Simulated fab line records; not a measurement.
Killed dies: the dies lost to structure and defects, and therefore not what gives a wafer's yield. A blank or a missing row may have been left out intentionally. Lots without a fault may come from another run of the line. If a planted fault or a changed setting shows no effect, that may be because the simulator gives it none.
fab line records | flow sky130 | part 1 of 2: steps 1 to 29 of 44
record lots=5 wafers=15 last-day=49
route steps=708 shown FIELD_ISO@16 NWELL@32 DNWELL@35 PWDE@45
lots that met no fault: taken from a fault-free run of the same line
start-h: the number of hours between the record's first day and the start of the first shown wafer of the lot | wait-h: hours elapsed since this lot's preceding step | " repeats the value in the row above | L1.1+2: several wafers, shown together as one row | - no value, or no start was given | * or withheld: withheld | < > ~ a bound
route shown NAME@n: NAME is a module with steps in the file, n the number in the route of the first one | usual: average and standard deviation across the fault-free wafers | same: alike in all rows | chamber/n: place in a boat | sites: per-site readings | _std_site: the standard deviation of these | _edge_site: inner sites' mean taken away from outer sites' mean | radius-mm: for every site, how far away it sits from the centre of the wafer | mask NAME#n: copy n | behind: the tool/chamber that last shaped the wafer | hold: reason for holding the lot/hours on hold/outcome of the hold | device: whichever transistor did not switch (one of n, p or np) | end of line: the route-end tests of the same wafers | a step with no rows: only its recipe | killed: dies that structure and defects cost at the first sort, which is not the same as the wafer's yield | map: shows each die of a wafer: x if killed, . if not, _ if none is there
set.NAME: the setting as run; set.NAME@STEP: as run at that earlier step | model.NAME: the simulator's own value behind a step, which no gauge read
lots at selected steps of the route; one table per step, one row per wafer
services: a tool's chamber out of use, with start hour (start-h, from the record's first day; less than 0 if before it), hours out, and reason
## steps
# step SKY_FIELD_ISO_ETCH_15
# recipe chemistry=CHF3/O2 target-depth-nm=180 stop-on=Si source-w=600 bias-w=200 pressure-mtorr=40 chf3-flow-sccm=50 O2_flow_sccm=5 time-s=72
# usual drypump-motor-current-A=5.6/0.47 oes-product-au=0.948/0.0067 throttle-valve-pct=8.844/0.0097
# columns lot.wafer tool chamber start-h wait-h drypump-motor-current-A oes-product-au rf-hours-counter-h throttle-valve-pct
L075.1 rie-diel-03 2 33.48 0.0 5.4 0.955 80 8.833
L075.2 " 3 " " 5.8 0.953 49 8.848
L075.3 " 0 " " 5.0 0.953 31 8.850
L076.1 rie-diel-01 3 38.95 0.0 5.5 0.945 72 8.837
L076.2 " 2 " " 5.7 0.953 122 8.824
L076.4 " 1 " " 5.1 0.951 56 8.850
L079.1 rie-diel-04 1 56.27 0.0 5.9 0.952 111 8.859
L079.2 " 0 " " 5.5 0.952 103 8.831
L079.5 " 2 " " 4.9 0.955 - 8.827
L087.1 rie-diel-03 2 97.30 0.0 5.4 0.958 82 8.844
L087.2 " 1 " " 6.5 0.953 85 8.845
L087.5 " 2 " " 5.4 0.952 - 8.865
L093.1 rie-diel-03 0 127.65 0.0 5.0 0.940 33 8.840
L093.3 " 1 " " 6.5 0.942 86 8.836
L093.5 " 2 " " 5.3 0.946 - 8.843
# step SKY_FIELD_ISO_STRIP_16
# recipe chemistry=O2/N2 power-w=1400 pressure-mtorr=1500 platen-temp-c=withheld o2-flow-sccm=3000 n2-flow-sccm=300 overash-fraction=0.5
# usual drypump-motor-current-A=5.9/0.41 oes-product-au=0.375/0.0047 strip-time-to-endpoint-s=3.497/0.026
# columns lot.wafer tool chamber start-h wait-h drypump-motor-current-A oes-product-au rf-hours-counter-h strip-time-to-endpoint-s
L075.1 plasma-asher-01 0 33.54 0.0 6.5 0.370 33 3.482
L075.2 " 1 " " 6.0 0.371 33 3.525
L075.3 " 0 " " 6.5 0.375 - 3.482
L076.1 plasma-asher-01 1 39.01 0.0 6.0 0.371 33 3.474
L076.2 " 0 " " 6.5 0.374 33 3.518
L076.4 " 0 " " 6.5 0.371 - 3.487
L079.1 plasma-asher-03 1 56.33 0.0 5.7 0.370 23 3.474
L079.2 " 0 " " 5.7 0.375 23 3.471
L079.5 " 1 " " 5.7 0.382 - 3.499
L087.1 plasma-asher-01 1 97.36 0.0 6.0 0.373 39 3.518
L087.2 " 0 " " 6.5 0.376 39 3.492
L087.5 " 1 " " 6.0 0.380 - 3.509
L093.1 plasma-asher-02 0 127.71 0.0 5.2 0.377 47 3.508
L093.3 " 1 " " 6.1 0.381 - 3.492
L093.5 " 0 " " 5.2 0.378 - 3.485
# step SKY_FIELD_ISO_ETCH_17
# recipe target-depth-a=3420 mask-material=Si3N4 chemistry=HBr/Cl2/O2 target=Si taper-deg=5 icp-w=600 bias-w=150 pressure-mtorr=15 HBr_flow_sccm=150 Cl2_flow_sccm=40 O2_flow_sccm=6 time-s=97.7
# usual drypump-motor-current-A=5.64/0.29 oes-product-au=0.998/0.009 throttle-valve-pct=25.658/0.0097
# columns lot.wafer tool chamber start-h wait-h drypump-motor-current-A oes-product-au rf-hours-counter-h throttle-valve-pct
L075.1 rie-si-01 1 33.64 0.1 5.74 1.005 139 25.666
L075.2 " 3 " " 5.76 0.987 2 25.661
L075.3 " 0 " " 5.68 0.991 128 25.654
L076.1 rie-si-02 2 39.11 0.1 5.46 1.008 63 25.649
L076.2 " 3 " " 5.77 0.997 121 25.655
L076.4 " 0 " " 5.29 0.990 102 25.655
L079.1 rie-si-01 3 56.43 0.1 5.80 1.000 3 25.660
L079.2 " 1 " " 5.74 0.989 139 25.657
L079.5 " 0 " " 5.66 0.999 - 25.663
L087.1 rie-si-01 2 97.46 0.1 6.08 1.002 128 25.641
L087.2 " 3 " " 5.78 0.979 3 25.649
L087.5 " 1 " " 5.73 0.990 - 25.659
L093.1 rie-si-01 3 127.81 0.1 5.75 0.983 3 25.667
L093.3 " 0 " " 5.66 0.999 129 25.655
L093.5 " 3 " " 5.73 0.996 - 25.671
# step SKY_FIELD_ISO_WET_ETCH_18
# recipe chemistry=H3PO4 target-depth-nm=25 temp-c=160 target=Si3N4 time-s=286
# columns lot.wafer tool chamber start-h wait-h
L075.1+2+3 wet-bench-01 2 33.71 0.0
L076.1+2+4 wet-bench-04 0 39.18 0.0
L079.1+2+5 wet-bench-04 2 56.50 0.0
L087.1+2+5 wet-bench-03 3 97.53 0.0
L093.1+3+5 wet-bench-01 3 128.07 0.2
# step SKY_FIELD_ISO_CLEAN_19
# recipe chemistry=SC1/SC2 mix=1:4:20 temp-c=70 time-s=150
# columns lot.wafer tool chamber start-h wait-h
L075.1+2+3 wet-bench-03 3 33.80 0.0
L076.1+2+4 wet-bench-03 2 39.27 0.0
L079.1+2+5 wet-bench-03 1 56.59 0.0
L087.1+2+5 wet-bench-01 0 97.62 0.0
L093.1+3+5 wet-bench-01 1 128.23 0.1
# step SKY_FIELD_ISO_CLEAN_20
# recipe chemistry=dHF time-s=20 dilution=100:1
# columns lot.wafer tool chamber start-h wait-h
L075.1+2+3 wet-bench-01 3 33.85 0.0
L076.1+2+4 wet-bench-04 3 39.32 0.0
L079.1+2+5 wet-bench-01 1 56.64 0.0
L087.1+2+5 wet-bench-04 3 97.67 0.0
L093.1+3+5 wet-bench-01 3 128.43 0.1
# step SKY_FIELD_ISO_WET_ETCH_21
# recipe chemistry=dHF dilution=100:1 target-depth-nm=20 dry=ipa-marangoni target=SiO2 temp-c=25 time-s=391.8
# columns lot.wafer tool chamber start-h wait-h
L075.1+2+3 wet-bench-03 0 33.87 0.0
L076.1+2+4 wet-bench-01 1 39.34 0.0
L079.1+2+5 wet-bench-04 1 56.65 0.0
L087.1+2+5 wet-bench-03 2 97.68 0.0
L093.1+3+5 wet-bench-01 1 128.44 0.0
# step SKY_FIELD_ISO_OXIDATION_22
# recipe temp-c=950 ambient=O2 stabilise-s=600 purge-s=300 target-thk-a=100 ox-time-s=623
# usual ox-temp-c=949.9/0.41 ox-temp-c-max=956.1/1.5 spike-tc-lower-C=951.0/1.1
# same stabilise-s=600
# columns lot.wafer tool chamber start-h wait-h ox-temp-c ox-temp-c-max spike-tc-lower-C
L075.1 furnace-01 0 34.28 0.3 950.6 956.3 949.7
L075.2 " 0 " " 950.0 955.0 950.0
L075.3 " 0 " " 949.5 953.9 949.5
L076.1 furnace-02 0 39.46 0.0 950.4 957.0 952.1
L076.2 " 0 " " 950.3 957.3 951.4
L076.4 " 0 " " 950.0 958.2 950.6
L079.1 furnace-02 0 56.77 0.0 949.6 956.5 951.3
L079.2 " 0 " " 949.8 956.5 953.3
L079.5 " 0 " " 949.3 956.3 952.8
L087.1 furnace-02 0 97.87 0.1 949.9 956.8 950.9
L087.2 " 0 " " 950.6 956.4 952.4
L087.5 " 0 " " 949.9 955.2 952.2
L093.1 furnace-01 0 128.56 0.0 950.3 954.9 950.5
L093.3 " 0 " " 949.9 955.5 948.9
L093.5 " 0 " " 950.0 955.2 949.7
# step SKY_FIELD_ISO_THK_MEAS_23
# recipe reads=SiO2_of_FIELD_ISO_OXIDATION_22
# usual FIELD_ISO_OXIDATION_01_THK=10.00/0.24
# columns lot.wafer tool chamber start-h wait-h FIELD_ISO_OXIDATION_01_THK[nm]
L075.1 film-metro-02 - 35.46 0.0 10.40
L075.2 " - " " 10.26
L075.3 " - " " 10.16
L076.1 film-metro-02 - 40.63 0.0 9.84
L076.2 " - " " 10.01
L076.4 " - " " 9.91
L079.1 film-metro-03 - 57.95 0.0 9.89
L079.2 " - " " 9.81
L079.5 " - " " 9.88
L087.1 film-metro-02 - 99.04 0.0 9.73
L087.2 " - " " 9.46
L087.5 " - " " 9.71
L093.1 film-metro-02 - 129.73 0.0 10.27
L093.3 " - " " 10.11
L093.5 " - " " 10.15
# step SKY_FIELD_ISO_CVD_24
# recipe material=SiO2 target-thk-nm=595 temp-c=650 sigma-open-frac=0.3 time-s=99.2 sih4-flow-sccm=60 pressure-mtorr=6
# columns lot.wafer tool chamber start-h wait-h
L075.1+2+3 hdpcvd-02 0,2,1 35.52 0.1
L076.1+2+4 hdpcvd-02 2,0,1 40.69 0.1
L079.1+2+5 hdpcvd-01 1,2,2 58.01 0.1
L087.1+2+5 hdpcvd-01 0,2,1 99.10 0.1
L093.1+3+5 hdpcvd-02 1,0,1 129.79 0.1
# step SKY_FIELD_ISO_THK_MEAS_25
# recipe reads=SiO2_of_FIELD_ISO_CVD_24
# usual FIELD_ISO_CVD_24_THK=599/5.7
# columns lot.wafer tool chamber start-h wait-h FIELD_ISO_CVD_24_THK[nm]
L075.1 film-metro-01 - 35.59 0.0 603
L075.2 " - " " 605
L075.3 " - " " 608
L076.1 film-metro-03 - 40.76 0.0 601
L076.2 " - " " 604
L076.4 " - " " 608
L079.1 film-metro-02 - 58.08 0.0 599
L079.2 " - " " 599
L079.5 " - " " 607
L087.1 film-metro-01 - 99.17 0.0 596
L087.2 " - " " 596
L087.5 " - " " 595
L093.1 film-metro-03 - 129.86 0.0 604
L093.3 " - " " 604
L093.5 " - " " 606
# step SKY_FIELD_ISO_ANNEAL_26
# recipe temp-c=1000 time-s=1800 ambient=N2
# usual spike-tc-lower-C=1001.1/1.1
# columns lot.wafer tool chamber start-h wait-h spike-tc-lower-C
L075.1 furnace-02 0 36.07 0.5 1002.1
L075.2 " 0 " " 1002.9
L075.3 " 0 " " 1001.5
L076.1 furnace-02 0 40.82 0.1 1001.3
L076.2 " 0 " " 1001.8
L076.4 " 0 " " 1002.1
L079.1 furnace-01 0 58.14 0.1 1000.5
L079.2 " 0 " " 1001.3
L079.5 " 0 " " 1000.8
L087.1 furnace-02 0 100.39 1.2 999.9
L087.2 " 0 " " 999.8
L087.5 " 0 " " 1002.5
L093.1 furnace-02 0 129.92 0.1 1001.1
L093.3 " 0 " " 1001.3
L093.5 " 0 " " 1000.5
# step SKY_FIELD_ISO_CMP_27
# recipe stop-on=Si3N4 t-overpolish-s=16 down-force-psi=4 platen-rpm=60 target-thk-nm=457.8 pad-velocity-m-s=0.94248
# usual motor-current-A=11.8/0.97 overpolish-run-s=16.000/0.0093 slurry-filter-dp-kPa=13.50/0.13 time-to-endpoint-s=111/3
# columns lot.wafer tool chamber start-h wait-h motor-current-A overpolish-run-s slurry-filter-dp-kPa time-to-endpoint-s
L075.3 cmp-02 2 37.57 0.0 12.3 16.000 13.66 107
L075.2 " 3 " " 9.9 15.988 13.54 109
L075.1 " 0 " " 12.6 15.998 13.62 106
L076.2 cmp-02 2 42.32 0.0 12.9 16.017 13.78 115
L076.4 " 3 " " 10.2 16.013 13.39 115
L076.1 " 1 " " 12.3 15.991 13.67 115
L079.1 cmp-02 2 59.64 0.0 12.7 15.998 13.46 108
L079.2 " 1 " " 13.0 16.006 13.35 116
L079.5 " 2 " " 12.7 16.000 13.71 108
L087.1 cmp-02 3 101.89 0.0 10.0 16.012 13.51 117
L087.2 " 1 " " 12.5 15.997 13.53 116
L087.5 " 3 " " 10.0 16.004 13.46 116
L093.3 cmp-01 1 131.42 0.0 11.6 15.991 13.61 112
L093.1 " 3 " " 11.9 15.993 13.52 112
L093.5 " 1 " " 11.8 15.982 13.53 114
# step SKY_FIELD_ISO_WET_ETCH_28
# recipe chemistry=dHF target-depth-nm=23.7 target=SiO2 dilution=10:1 temp-c=25 time-s=47
# columns lot.wafer tool chamber start-h wait-h
L075.1+2+3 wet-bench-01 2 37.87 0.1
L076.1+2+4 wet-bench-04 1 42.62 0.1
L079.1+2+5 wet-bench-04 3 59.94 0.2
L087.1+2+5 wet-bench-03 1 102.19 0.2
L093.1+3+5 wet-bench-01 3 131.72 0.1
# step SKY_FIELD_ISO_WET_ETCH_29
# recipe chemistry=H3PO4 target-depth-nm=160 target=Si3N4 temp-c=160 time-s=1825
# columns lot.wafer tool chamber start-h wait-h
L075.1+2+3 wet-bench-03 0 37.89 0.0
L076.1+2+4 wet-bench-03 0 42.64 0.0
L079.1+2+5 wet-bench-01 0 59.96 0.0
L087.1+2+5 wet-bench-01 0 102.21 0.0
L093.1+3+5 wet-bench-03 0 131.75 0.0
# step SKY_FIELD_ISO_WET_ETCH_30
# recipe chemistry=dHF target-depth-nm=25 target=SiO2 dilution=10:1 temp-c=25 time-s=50
# columns lot.wafer tool chamber start-h wait-h
L075.1+2+3 wet-bench-01 1 38.40 0.0
L076.1+2+4 wet-bench-04 3 43.21 0.0
L079.1+2+5 wet-bench-04 3 60.57 0.0
L087.1+2+5 wet-bench-04 1 102.73 0.0
L093.1+3+5 wet-bench-04 2 132.26 0.0
# step SKY_NWELL_CLEAN_00
# recipe chemistry=SC1/SC2 mix=1:4:20 temp-c=70 time-s=150 dry=n2-spin
# columns lot.wafer tool chamber start-h wait-h
L075.1+2+3 wet-bench-03 3 38.43 0.0
L076.1+2+4 wet-bench-01 3 43.23 0.0
L079.1+2+5 wet-bench-03 2 60.60 0.0
L087.1+2+5 wet-bench-01 1 102.75 0.0
L093.1+3+5 wet-bench-01 0 132.29 0.0
# step SKY_NWELL_OXIDATION_01
# recipe temp-c=900 ambient=O2 stabilise-s=600 purge-s=300 target-thk-a=100 ox-time-s=1418
# usual ox-temp-c=900.0/0.39 ox-temp-c-max=905.9/1.6 spike-tc-lower-C=901.2/1.4
# same stabilise-s=600
# columns lot.wafer tool chamber start-h wait-h ox-temp-c ox-temp-c-max spike-tc-lower-C
L075.1 furnace-01 0 38.50 0.0 899.6 903.7 901.8
L075.2 " 0 " " 900.1 904.5 899.6
L075.3 " 0 " " 899.9 904.2 900.2
L076.1 furnace-02 0 43.67 0.4 899.9 906.4 901.6
L076.2 " 0 " " 900.4 906.4 902.9
L076.4 " 0 " " 900.3 908.5 901.2
L079.1 furnace-02 0 61.63 1.0 899.3 905.8 901.3
L079.2 " 0 " " 899.6 907.2 900.7
L079.5 " 0 " " 899.8 909.3 900.5
L087.1 furnace-01 0 104.90 2.1 900.5 906.8 900.6
L087.2 " 0 " " 900.0 904.0 900.0
L087.5 " 0 " " 900.3 904.9 901.0
L093.1 furnace-02 0 132.77 0.4 899.9 908.0 901.4
L093.3 " 0 " " 899.3 904.4 904.0
L093.5 " 0 " " 899.7 906.1 902.0
# step SKY_NWELL_THK_MEAS_02
# recipe reads=SiO2_of_NWELL_OXIDATION_01
# usual NWELL_OXIDATION_THK=9.97/0.2
# columns lot.wafer tool chamber start-h wait-h NWELL_OXIDATION_THK[nm]
L075.1 film-metro-01 - 39.90 0.0 10.26
L075.2 " - " " 10.32
L075.3 " - " " 10.11
L076.1 film-metro-04 - 45.06 0.0 9.84
L076.2 " - " " 9.87
L076.4 " - " " 9.76
L079.1 film-metro-04 - 63.03 0.0 9.87
L079.2 " - " " 9.89
L079.5 " - " " 9.99
L087.1 film-metro-02 - 106.29 0.0 10.02
L087.2 " - " " 9.97
L087.5 " - " " 10.16
L093.1 film-metro-02 - 134.17 0.0 9.95
L093.3 " - " " 9.97
L093.5 " - " " 9.89
# step SKY_DNWELL_DEHYDRATE_00
# recipe temp-c=200 time-s=60
# columns lot.wafer tool chamber start-h wait-h
L075.1+2+3 litho-track-01 0 47.12 7.2
L076.1+2+4 litho-track-01 0 51.67 6.6
L079.1+2+5 litho-track-02 0 70.38 7.3
L087.1+2+5 litho-track-01 0 114.67 8.4
L093.1+3+5 litho-track-04 0 143.31 9.1
# step SKY_DNWELL_HMDS_01
# recipe prime-time-s=60 prime-temp-c=120
# columns lot.wafer tool chamber start-h wait-h
L075.1+2+3 litho-track-01 0 47.27 0.1
L076.1+2+4 litho-track-01 0 51.82 0.1
L079.1+2+5 litho-track-02 0 70.53 0.1
L087.1+2+5 litho-track-01 0 114.82 0.1
L093.1+3+5 litho-track-04 0 143.46 0.1
# step SKY_DNWELL_COAT_02
# recipe spin-rpm=2000 resist-thk-nm=2942
# columns lot.wafer tool chamber start-h wait-h
L075.1+2+3 litho-track-01 0 47.42 0.1
L076.1+2+4 litho-track-01 0 51.97 0.1
L079.1+2+5 litho-track-02 0 70.68 0.1
L087.1+2+5 litho-track-01 0 114.97 0.1
L093.1+3+5 litho-track-04 0 143.61 0.1
# step SKY_DNWELL_SOFTBAKE_03
# recipe temp-c=110 time-s=withheld
# columns lot.wafer tool chamber start-h wait-h
L075.1+2+3 litho-track-01 0 47.57 0.1
L076.1+2+4 litho-track-01 0 52.12 0.1
L079.1+2+5 litho-track-02 0 70.83 0.1
L087.1+2+5 litho-track-01 0 115.12 0.1
L093.1+3+5 litho-track-04 0 143.76 0.1
# step SKY_DNWELL_EXPOSE_04
# recipe mask-id=DNM na=0.57 target-cd-nm=3000 dose-mj=222
# usual stage-vel-mm-s=499.98/0.25
# columns lot.wafer tool chamber start-h wait-h mask stage-vel-mm-s
L075.1 iline-stepper-01 0 - - DNM#0 500.38
L075.2 " 0 " " DNM#0 499.96
L075.3 " 0 " " DNM#0 500.38
L076.1 iline-stepper-01 0 - - DNM#0 499.64
L076.2 " 0 " " DNM#0 499.75
L076.4 " 0 " " DNM#0 499.58
L079.1 iline-stepper-02 0 - - DNM#0 500.09
L079.2 " 0 " " DNM#0 500.33
L079.5 " 0 " " DNM#0 499.96
L087.1 iline-stepper-01 0 - - DNM#0 499.65
L087.2 " 0 " " DNM#0 499.67
L087.5 " 0 " " DNM#0 500.18
L093.1 iline-stepper-01 0 - - DNM#0 499.85
L093.3 " 0 " " DNM#0 499.64
L093.5 " 0 " " DNM#0 499.56
# step SKY_DNWELL_PEB_05
# recipe temp-c=115 time-s=withheld
# columns lot.wafer tool chamber start-h wait-h
L075.1+2+3 litho-track-01 0 - -
L076.1+2+4 litho-track-01 0 - -
L079.1+2+5 litho-track-02 0 - -
L087.1+2+5 litho-track-02 0 - -
L093.1+3+5 litho-track-04 0 - -
# step SKY_DNWELL_DEVELOP_06
# recipe wall-angle-deg=90 developer=TMAH develop-time-s=60 dev-temp-c=23
# columns lot.wafer tool chamber start-h wait-h
L075.1+2+3 litho-track-01 0 - -
L076.1+2+4 litho-track-01 0 - -
L079.1+2+5 litho-track-02 0 - -
L087.1+2+5 litho-track-02 0 - -
L093.1+3+5 litho-track-04 0 - -
# step SKY_DNWELL_IMPLANT_07
# recipe species=P energy-kev=withheld dose-cm2=withheld tilt-deg=withheld
# columns lot.wafer tool chamber start-h wait-h
L075.1+2+3 implanter-04 0 55.17 -
L076.1+2+4 implanter-03 0 60.77 -
L079.1+2+5 implanter-01 0 78.98 -
L087.1+2+5 implanter-01 0 123.63 -
L093.1+3+5 implanter-01 0 153.36 -
# step SKY_DNWELL_STRIP_08
# recipe chemistry=O2/N2 power-w=1400 pressure-mtorr=1500 platen-temp-c=withheld o2-flow-sccm=3000 n2-flow-sccm=300 overash-fraction=0.5
# usual drypump-motor-current-A=5.8/0.41 oes-product-au=0.722/0.0051 strip-time-to-endpoint-s=36.26/0.095
# columns lot.wafer tool chamber start-h wait-h drypump-motor-current-A oes-product-au rf-hours-counter-h strip-time-to-endpoint-s
L075.1 plasma-asher-04 0 55.32 0.1 5.8 0.732 39 36.20
L075.2 " 1 " " 5.5 0.719 39 36.21
L075.3 " 0 " " 5.8 0.719 - 36.21
L076.1 plasma-asher-04 1 60.92 0.1 5.5 0.724 39 36.23
L076.2 " 0 " " 5.8 0.719 39 36.17
L076.4 " 1 " " 5.5 0.724 - 36.10
L079.1 plasma-asher-04 0 79.13 0.1 5.8 0.729 41 36.36
L079.2 " 1 " " 5.5 0.715 41 36.38
L079.5 " 0 " " 5.8 0.708 - 36.36
L087.1 plasma-asher-04 1 123.78 0.1 5.5 0.729 1 36.13
L087.2 " 0 " " 5.8 0.727 1 36.23
L087.5 " 0 " " 5.8 0.719 - 36.18
L093.1 plasma-asher-01 1 153.51 0.1 6.0 0.725 46 36.27
L093.3 " 0 " " 6.5 0.722 - 36.33
L093.5 " 0 " " 6.5 0.713 - 36.30
# step SKY_DNWELL_TW_MEAS_09
# usual DNWELL_TW=1127/13
# columns lot.wafer tool chamber start-h wait-h DNWELL_TW
L075.1 film-metro-02 - 55.42 0.1 1116
L075.2 " - " " 1118
L075.3 " - " " 1110
L076.1 film-metro-04 - 61.02 0.1 1144
L076.2 " - " " 1137
L076.4 " - " " 1141
L079.1 film-metro-01 - 79.23 0.1 1133
L079.2 " - " " 1128
L079.5 " - " " 1132
L087.1 film-metro-02 - 123.88 0.1 1116
L087.2 " - " " 1112
L087.5 " - " " 1118
L093.1 film-metro-04 - 153.61 0.1 1140
L093.3 " - " " 1149
L093.5 " - " " 1148
